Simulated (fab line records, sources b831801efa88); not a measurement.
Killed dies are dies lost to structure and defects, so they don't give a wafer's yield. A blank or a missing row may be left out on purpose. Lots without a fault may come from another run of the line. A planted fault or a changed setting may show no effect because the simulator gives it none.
Chamber matching | flow sky130 | SKY_CONTACT_ETCH_17 on rie_diel-03: 4 sister chambers
The step etches SiO2 in C4F8/O2/Ar, stops on Si3N4, target depth 340 nm. 14 wafers are shown with their chamber, then 7 later ones without.

WAFERS WITH THEIR CHAMBER
wafer  | chamber | oes_product_au (a.u.)
L075.1 | 3       | 0.897
L075.2 | 1       | 0.897
L075.5 | 3       | 0.892
L082.3 | 1       | 0.886
L082.4 | 2       | 0.893
L082.6 | 2       | 0.878
L083.1 | 1       | 0.901
L083.2 | 3       | 0.887
L083.3 | 2       | 0.881
L083.4 | 0       | 0.886
L083.5 | 2       | 0.886
L083.6 | 3       | 0.900
L085.1 | 0       | 0.902
L085.2 | 1       | 0.889

SIGNATURES (means of the wafers above)
reading        | chamber 0 | chamber 1 | chamber 2 | chamber 3 | scatter within a chamber
oes_product_au | 0.89400   | 0.89325   | 0.88450   | 0.89400   | 0.00707
Rule: a wafer's distance from a chamber is the root of the sum, over the readings, of the square of ((its reading less the chamber's mean) divided by the reading's scatter). The wafer belongs to the nearest chamber; if the next one is less than 2 further off, it can't be placed. The scatter: the root of (the sum of the squares of (reading less its chamber's mean) over the shown wafers, divided by (wafers less chambers)).

WAFERS WITHOUT THEIR CHAMBER
wafer  | oes_product_au (a.u.)
L085.6 | 0.889
L087.3 | 0.887
L087.4 | 0.891
L087.6 | 0.900
L097.2 | 0.892
L097.3 | 0.901
L097.5 | 0.898

WHICH CHAMBER EACH WENT THROUGH
wafer  | from the rows above               | in truth
L085.6 | can't be placed: 1 or 2 or 0 or 3 | 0
L087.3 | can't be placed: 2 or 1 or 0 or 3 | 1
L087.4 | can't be placed: 1 or 0 or 3 or 2 | 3
L087.6 | can't be placed: 0 or 3 or 1 or 2 | 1
L097.2 | can't be placed: 1 or 0 or 3 or 2 | 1
L097.3 | can't be placed: 0 or 3 or 1 or 2 | 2
L097.5 | can't be placed: 0 or 3 or 1 or 2 | 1
Placed correctly: 0 of 7. Can't be placed from these rows: 7 (the true chamber is among the candidates in 7). Placed wrongly: 0.
